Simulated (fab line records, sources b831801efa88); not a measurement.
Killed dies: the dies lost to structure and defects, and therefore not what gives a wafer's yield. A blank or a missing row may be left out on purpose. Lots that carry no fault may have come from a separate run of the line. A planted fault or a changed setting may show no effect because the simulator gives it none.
Problem report in the 8D (eight disciplines) form, filled by code -- flow sky130 -- the parts of the form that need people (team, actions taken, sign-off) are left out

## 1. WHAT IS WRONG
Mean of cathode dc power W at SKY_VIA3_SPUTTER_20: 4259.9 W across 9 wafers in 3 lots; on wafers with no fault it is 3999.9 W (standard deviation 0.67). So: +99 or more standard deviations from the usual mean.
The step: material TiN, target thk 20 nm, time 80 s.
Seen first at day 44 18:38 on pvd sputter-02, wafer L869.1. The record holds 21 wafers of 7 lots with a number at this step. Rule for "out", or "out of limits": more than 4 standard deviations from the usual mean. The other wafers with a number count as sound.

## 2. WHAT IT IS, AND WHAT IT ISN'T
question,is,is not
which readings at this step,cathode dc power W,"chamber pressure pa, throttle valve pct"
which lots,"L869, L870, L872","L853, L863, L871, L875"
which wafers of those lots,all that have a number,-
read on which tools,pvd sputter-02,"pvd sputter-01, pvd sputter-04"
when,from day 44 18:38,"up to then (6 sound wafers); but 6 sound wafers of L871, L875 came after"

## 3. SUSPECTS, AND WHAT RULES EACH OUT
Counting: a tool at a process step up to the reading stays a suspect if it ran every lot that is out and no sound lot after the first of them.
- pvd sputter-02 at SKY_VIA3_SPUTTER_20 (material TiN, target thk 20 nm, time 80 s): kept. Every lot that is out went through it, starting with L869 (day 44 18:38), and after that it ran no sound lot; the last sound lot it ran before then is L853 (day 40 08:26). Its own cathode dc power W readings are out on those wafers.
Remaining after the count: pvd sputter-02 at SKY_VIA3_SPUTTER_20.

## 4. THE CAUSE (what the simulator had put in)
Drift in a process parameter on pvd sputter-02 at SKY_VIA3_SPUTTER_20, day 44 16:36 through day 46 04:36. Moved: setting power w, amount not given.
Counting left only this tool.

## 5. THE EFFECT CHAIN, in route order
Rows list readings where the struck wafers' mean (over those with a number) sits beyond 3 standard deviations from the usual. Readings are gone through only where the record gives a usual standard deviation; hours: the median, over the lots, of the time from a lot's start at the first step in this table giving one to that lot's start at this step; sigmas: the change measured in usual standard deviations.
hours,step,reading,usual,on struck wafers,change,sigmas
0,SKY_VIA3_SPUTTER_20,cathode dc power W,3999.9 W,4259.9,+260.0,+99 or more
It contains these process steps:
- SKY_VIA3_SPUTTER_20: material TiN, target thk 20 nm, time 80 s.

## 6. WHAT WOULD HAVE CAUGHT IT SOONER
2 hours passed between the start of the fault at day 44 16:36 and the first reading out of limits in this record, taken at day 44 18:38.
